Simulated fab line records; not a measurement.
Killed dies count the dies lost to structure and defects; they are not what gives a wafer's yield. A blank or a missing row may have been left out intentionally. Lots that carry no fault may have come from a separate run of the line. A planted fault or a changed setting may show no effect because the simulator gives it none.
fab line records	flow gf180mcu
record: lots: 12	wafers: 36	last_day: 34
route steps=602 shown SAB@264 CONTACT@309 V2@386
lots that met no fault: taken from a fault-free run of the same line
start_h: hours from the record's first day to the start of the lot's first wafer shown	wait_h: how many hours have passed since the lot's step before this one	" same as the row above	L1.1+2: several wafers, shown together as one row	- no value present, or no start provided	* or withheld: withheld	< > ~ a bound
route shown NAME@n: NAME is a module with steps in the file, n the number in the route of the first one	usual: mean/standard deviation taken from wafers without a fault	same: alike in all rows	chamber/n: place in a boat	sites: per-site readings	_std_site: standard deviation across them	_edge_site: outer sites' mean less inner sites'	radius_mm: how far each site lies from the wafer's centre	mask NAME#n: copy n	behind: the last tool/chamber to shape the wafer	hold: what put the lot on hold/how long, in hours/how the hold closed	device: the transistor (n, p or np) that didn't switch	end of line: the route-end tests of the same wafers	where a step has no rows: the recipe by itself	killed: dies lost to structure and defects at the first sort, not the wafer's yield	map: the dies of a wafer, with x for killed, . for not killed, _ for no die there
set.NAME: the setting that was run; set.NAME@STEP: the one run at that earlier step	model.NAME: the simulator's own value behind a step, which no gauge read
the route's steps for a sample of lots (tables are steps, rows are wafers)
services: the hour from which a tool's chamber was out of use, counted from the record's first day as start_h (under 0 if before that day), plus the number of hours and why
== steps ==
step: GF_SAB_CVD_00
recipe: material: SiO2	target_thk_nm: 50	precursor: TEOS	temp_c: 400	time_s: 4.9302	rf_w: 600
usual: heater_power_w: 628/63	rf_fwd_power_W: 587.5/2.8
lot.wafer	tool	chamber	start_h	wait_h	heater_power_w	rf_fwd_power_W
L442.1	pecvd-04	2	325.83	0.1	562	588.3
L442.5	"	2	"	"	565	591.0
L442.6	"	1	"	"	720	587.1
L443.1	pecvd-04	2	333.83	0.1	610	586.8
L443.4	"	0	"	"	721	586.2
L443.6	"	1	"	"	585	584.0
L444.2	pecvd-03	1	344.94	0.1	610	585.1
L444.5	"	2	"	"	538	583.9
L444.6	"	0	"	"	662	586.0
L445.1	pecvd-03	1	353.45	0.1	569	583.3
L445.2	"	2	"	"	616	588.2
L445.3	"	0	"	"	710	585.2
L446.1	pecvd-04	0	359.78	0.1	646	585.5
L446.4	"	2	"	"	624	589.4
L446.6	"	0	"	"	683	588.7
L447.2	pecvd-04	0	366.62	0.1	685	591.1
L447.3	"	1	"	"	719	588.2
L447.4	"	0	"	"	675	593.1
L448.1	pecvd-04	0	376.03	0.1	739	590.8
L448.5	"	0	"	"	740	589.1
L448.6	"	1	"	"	740	584.3
L449.1	pecvd-03	1	385.58	0.1	628	581.6
L449.3	"	2	"	"	626	590.1
L449.5	"	2	"	"	641	588.6
L452.1	pecvd-03	2	417.34	0.1	620	588.6
L452.3	"	1	"	"	566	584.9
L452.4	"	0	"	"	610	583.3
L453.1	pecvd-04	2	443.15	0.1	570	588.4
L453.4	"	0	"	"	726	587.7
L453.6	"	1	"	"	715	584.6
L463.3	pecvd-03	1	511.62	0.1	567	585.4
L463.5	"	1	"	"	573	583.5
L463.6	"	2	"	"	581	590.8
L464.1	pecvd-03	1	516.64	0.1	523	586.0
L464.4	"	1	"	"	540	586.5
L464.6	"	0	"	"	651	586.6
step: GF_SAB_THK_MEAS_01
recipe: reads: SiO2_of_SAB_CVD_00
usual: SAB_CVD_00_THK: 49.8/0.75
lot.wafer	tool	chamber	start_h	wait_h	SAB_CVD_00_THK[nm]
L442.1	film_metro-01	-	325.85	0.0	49.1
L442.5	"	-	"	"	50.4
L442.6	"	-	"	"	48.8
L443.1	film_metro-04	-	333.85	0.0	49.7
L443.4	"	-	"	"	50.1
L443.6	"	-	"	"	49.4
L444.2	film_metro-02	-	344.97	0.0	49.0
L444.5	"	-	"	"	49.9
L444.6	"	-	"	"	51.1
L445.1	film_metro-02	-	353.47	0.0	49.9
L445.2	"	-	"	"	48.7
L445.3	"	-	"	"	50.9
L446.1	film_metro-01	-	359.80	0.0	49.5
L446.4	"	-	"	"	50.3
L446.6	"	-	"	"	50.7
L447.2	film_metro-02	-	366.65	0.0	50.0
L447.3	"	-	"	"	48.8
L447.4	"	-	"	"	50.3
L448.1	film_metro-01	-	376.05	0.0	49.4
L448.5	"	-	"	"	50.4
L448.6	"	-	"	"	49.7
L449.1	film_metro-02	-	385.60	0.0	48.0
L449.3	"	-	"	"	48.7
L449.5	"	-	"	"	49.1
L452.1	film_metro-04	-	417.36	0.0	49.6
L452.3	"	-	"	"	49.2
L452.4	"	-	"	"	51.1
L453.1	film_metro-01	-	443.17	0.0	49.9
L453.4	"	-	"	"	56.4
L453.6	"	-	"	"	49.6
L463.3	film_metro-04	-	511.66	0.0	48.9
L463.5	"	-	"	"	49.1
L463.6	"	-	"	"	50.1
L464.1	film_metro-02	-	516.66	0.0	48.3
L464.4	"	-	"	"	49.6
L464.6	"	-	"	"	50.8
step: GF_CONTACT_SPUTTER_22
recipe: material: Ti	target_thk_nm: 15	chamber_pressure_pa: 5	power_w: 2500	substrate_temp_c: 200	time_s: 80.02
usual: chamber_pressure_pa: 5.000/0.0092	throttle_valve_pct: 30.6/1.1
lot.wafer	tool	chamber	start_h	wait_h	chamber_pressure_pa	throttle_valve_pct
L442.1	pvd_sputter-04	-	370.82	0.0	5.008	30.2
L442.5	"	-	"	"	4.984	28.8
L442.6	"	-	"	"	4.986	32.0
L443.1	pvd_sputter-03	-	379.33	0.0	5.006	29.7
L443.4	"	-	"	"	5.002	29.9
L443.6	"	-	"	"	5.008	31.9
L444.2	pvd_sputter-02	-	391.80	0.0	5.009	30.7
L444.5	"	-	"	"	4.996	30.8
L444.6	"	-	"	"	4.999	30.5
L445.1	pvd_sputter-02	-	400.98	0.0	4.987	30.9
L445.2	"	-	"	"	4.987	30.3
L445.3	"	-	"	"	4.991	30.9
L446.1	pvd_sputter-03	-	408.32	0.0	4.996	31.9
L446.4	"	-	"	"	4.980	32.1
L446.6	"	-	"	"	4.999	30.6
L447.2	pvd_sputter-03	-	414.68	0.0	5.008	30.2
L447.3	"	-	"	"	4.995	32.3
L447.4	"	-	"	"	5.003	31.8
L448.1	pvd_sputter-02	-	424.47	0.0	5.007	31.1
L448.5	"	-	"	"	4.999	31.0
L448.6	"	-	"	"	5.005	31.0
L449.1	pvd_sputter-04	-	434.42	0.0	5.000	29.7
L449.3	"	-	"	"	5.010	31.5
L449.5	"	-	"	"	5.015	28.5
L452.1	pvd_sputter-04	-	467.92	0.0	4.999	31.6
L452.3	"	-	"	"	5.023	30.5
L452.4	"	-	"	"	4.992	28.4
L453.1	pvd_sputter-03	-	493.58	0.0	4.998	30.0
L453.4	"	-	"	"	5.001	30.2
L453.6	"	-	"	"	5.009	32.0
L463.3	pvd_sputter-04	-	559.59	0.0	5.003	30.5
L463.5	"	-	"	"	5.006	28.4
L463.6	"	-	"	"	4.992	30.6
L464.1	pvd_sputter-03	-	563.62	0.0	5.008	32.4
L464.4	"	-	"	"	5.013	31.7
L464.6	"	-	"	"	5.002	30.3
step: GF_V2_CMP_04
recipe: material: SiO2	down_force_psi: 4	platen_rpm: 60	pad_velocity_m_s: 0.94248
usual: motor_current_A: 12.3/1	retaining_ring_pressure_frac: 1.000/0.0049	slurry_filter_dp_kPa: 13.50/0.14	slurry_flow_ml_min: 150.0/0.42	time_to_endpoint_s: 77/7
lot.wafer	tool	chamber	start_h	wait_h	motor_current_A	retaining_ring_pressure_frac	slurry_filter_dp_kPa	slurry_flow_ml_min	time_to_endpoint_s
L442.1	cmp-02	0	445.72	0.2	11.9	1.001	13.36	149.9	84
L442.5	"	1	"	"	15.0	1.001	13.58	150.6	76
L442.6	"	2	"	"	12.1	1.001	13.65	149.4	85
L443.4	cmp-01	3	455.64	0.1	12.7	0.998	13.46	150.1	86
L443.1	"	0	"	"	11.8	0.999	13.39	149.9	83
L443.6	"	2	"	"	12.1	1.001	13.38	150.9	77
L444.2	cmp-02	3	469.53	0.1	11.3	0.991	13.44	149.8	68
L444.6	"	2	"	"	12.2	1.004	13.49	150.1	79
L444.5	"	3	"	"	11.0	0.995	13.72	149.7	73
L445.2	cmp-02	1	479.58	0.1	14.7	0.988	13.44	149.9	67
L445.3	"	3	"	"	11.7	1.004	13.56	150.2	75
L445.1	"	0	"	"	12.9	1.004	13.60	150.5	76
L446.1	cmp-02	3	486.45	0.1	11.6	1.007	13.46	149.3	72
L446.4	"	1	"	"	15.6	1.001	13.44	149.4	72
L446.6	"	2	"	"	12.1	1.001	13.45	150.0	85
L447.2	cmp-02	2	492.71	0.1	11.8	0.999	13.30	150.3	81
L447.3	"	3	"	"	10.9	0.999	13.50	150.2	77
L447.4	"	0	"	"	12.2	1.012	13.53	149.8	85
L448.1	cmp-01	3	502.51	0.1	12.8	1.005	13.66	149.7	68
L448.6	"	1	"	"	12.8	0.994	13.58	149.8	75
L448.5	"	2	"	"	11.5	1.005	13.60	150.4	86
L449.3	cmp-01	3	512.33	0.0	11.4	0.999	13.39	150.5	72
L449.1	"	2	"	"	11.3	0.997	13.61	149.7	73
L449.5	"	3	"	"	12.0	0.992	13.32	150.8	74
L452.4	cmp-02	2	542.42	0.1	11.1	1.003	13.69	150.2	80
L452.3	"	3	"	"	11.1	0.997	13.56	150.0	68
L452.1	"	0	"	"	12.5	1.000	13.60	150.0	77
L453.1	cmp-01	0	567.59	0.1	12.1	1.003	13.64	150.2	76
L453.4	"	1	"	"	13.2	0.999	13.51	148.9	82
L453.6	"	2	"	"	11.7	0.991	13.55	149.6	83
L463.3	cmp-01	0	628.77	0.0	12.1	0.999	13.57	148.9	94
L463.6	"	0	"	"	11.5	1.000	13.28	149.5	93
L463.5	"	1	"	"	13.3	1.002	13.73	149.8	88
L464.1	cmp-01	2	631.51	0.1	11.6	1.003	13.42	149.3	77
L464.4	"	0	"	"	11.7	0.998	13.44	150.1	88
L464.6	"	3	"	"	11.7	1.005	13.42	150.3	75
step: GF_V2_ETCH_17
recipe: chemistry: C4F8/O2/Ar	mask_material: KrF	target: SiO2	stop_on: TiN	source_w: 1500	bias_w: 1200	pressure_mtorr: 40	c4f8_flow_sccm: withheld	O2_flow_sccm: 6	Ar_flow_sccm: 300	time_s: withheld	target_depth_a: 6300
usual: chamber_pressure_mTorr: 40.00/0.036	oes_product_au: 0.856/0.0049	rf_fwd_power_W: 1492/4.8
lot.wafer	tool	chamber	start_h	wait_h	chamber_pressure_mTorr	oes_product_au	rf_fwd_power_W
L442.1	rie_diel-04	0	-	-	40.01	0.857	1498
L442.5	"	2	"	"	39.97	0.851	1487
L442.6	"	0	"	"	40.00	0.849	1497
L443.1	rie_diel-04	1	-	-	40.03	0.856	1487
L443.4	"	2	"	"	40.01	0.856	1497
L443.6	"	2	"	"	40.04	0.853	1495
L444.2	rie_diel-01	2	-	-	40.04	0.864	1496
L444.5	"	0	"	"	40.02	0.853	1494
L444.6	"	3	"	"	40.02	0.863	1493
L445.1	rie_diel-04	3	-	-	39.99	0.856	1494
L445.2	"	0	"	"	39.99	0.850	1501
L445.3	"	2	"	"	40.04	0.855	1484
L446.1	rie_diel-04	1	-	-	40.00	0.859	1500
L446.4	"	0	"	"	40.01	0.847	1500
L446.6	"	0	"	"	39.96	0.855	1489
L447.2	rie_diel-01	2	-	-	40.04	0.854	1485
L447.3	"	0	"	"	40.00	0.855	1499
L447.4	"	1	"	"	39.98	0.858	1495
L448.1	rie_diel-01	2	-	-	39.95	0.848	1487
L448.5	"	3	"	"	39.98	0.850	1494
L448.6	"	0	"	"	40.04	0.864	1489
L449.1	rie_diel-02	1	-	-	39.97	0.853	1503
L449.3	"	0	"	"	40.04	0.859	1494
L449.5	"	2	"	"	40.01	0.860	1484
L452.1	rie_diel-02	0	-	-	40.03	0.856	1494
L452.3	"	1	"	"	39.99	0.861	1494
L452.4	"	2	"	"	39.99	0.855	1498
L453.1	rie_diel-02	1	-	-	39.98	0.860	1501
L453.4	"	2	"	"	40.01	0.861	1500
L453.6	"	2	"	"	39.97	0.853	1492
L463.3	rie_diel-01	0	-	-	39.82	0.863	1492
L463.5	"	2	"	"	40.00	0.860	1488
L463.6	"	0	"	"	40.00	0.857	1493
L464.1	rie_diel-04	3	-	-	40.06	0.858	1489
L464.4	"	0	"	"	40.01	0.845	1495
L464.6	"	1	"	"	40.01	0.857	1493
== services ==
tool	chamber	start_h	hours	kind
cmp-02	-	313.88	0.6	repair
pecvd-04	-	338.08	0.9	repair
cmp-02	-	340.16	3.5	pm
cmp-01	-	346.11	1.7	repair
cmp-01	-	373.49	3.1	pm
cmp-02	-	379.62	4.3	pm
cmp-01	-	384.20	6.2	pm
cmp-02	-	395.25	1.4	repair
cmp-02	-	407.93	4.0	pm
cmp-02	-	428.32	1.0	repair
cmp-01	-	446.38	0.2	repair
cmp-01	-	476.59	4.5	repair
pecvd-04	-	482.48	1.8	repair
pecvd-04	-	509.13	0.5	repair
cmp-02	-	516.91	0.6	repair
pecvd-04	-	544.07	2.8	pm
pecvd-03	2	547.08	32.0	repair
cmp-01	-	551.87	8.7	pm
pecvd-03	1	563.34	31.9	repair
pecvd-04	-	564.11	1.3	repair
pecvd-04	0	565.13	5.3	repair
cmp-01	-	572.00	4.0	pm
cmp-01	-	574.24	2.2	repair
pecvd-03	-	587.89	1.2	repair
== key ==
first_sign: step: GF_SAB_THK_MEAS_01	reading: SAB_CVD_00_THK	direction: up	sigmas: 8.9	usual: 49.8	struck: 56.4
effect none on later readings
met_at GF_SAB_CVD_00
struck_lots L453
struck_wafers L453.4
tester_left_out L453
not_acting_at GF_CONTACT_SPUTTER_22,GF_V2_CMP_04,GF_V2_ETCH_17
onset_between 376.03 443.15
fault: kind: process_parameter_drift	tool: pecvd-04	chamber: 0	onset_h: 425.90	steps: GF_SAB_CVD_00	channel: time_s	offset: *	shape: step	end_h: 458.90	acts_in: *	stated: *
tester_left_out: of these lots the tester's yield and bins aren't shown, on N5 and GAA mostly nor the transistor test; their killed dies are dies lost to structure and defects alone, not to doping, threshold or leakage, so they don't give the yield
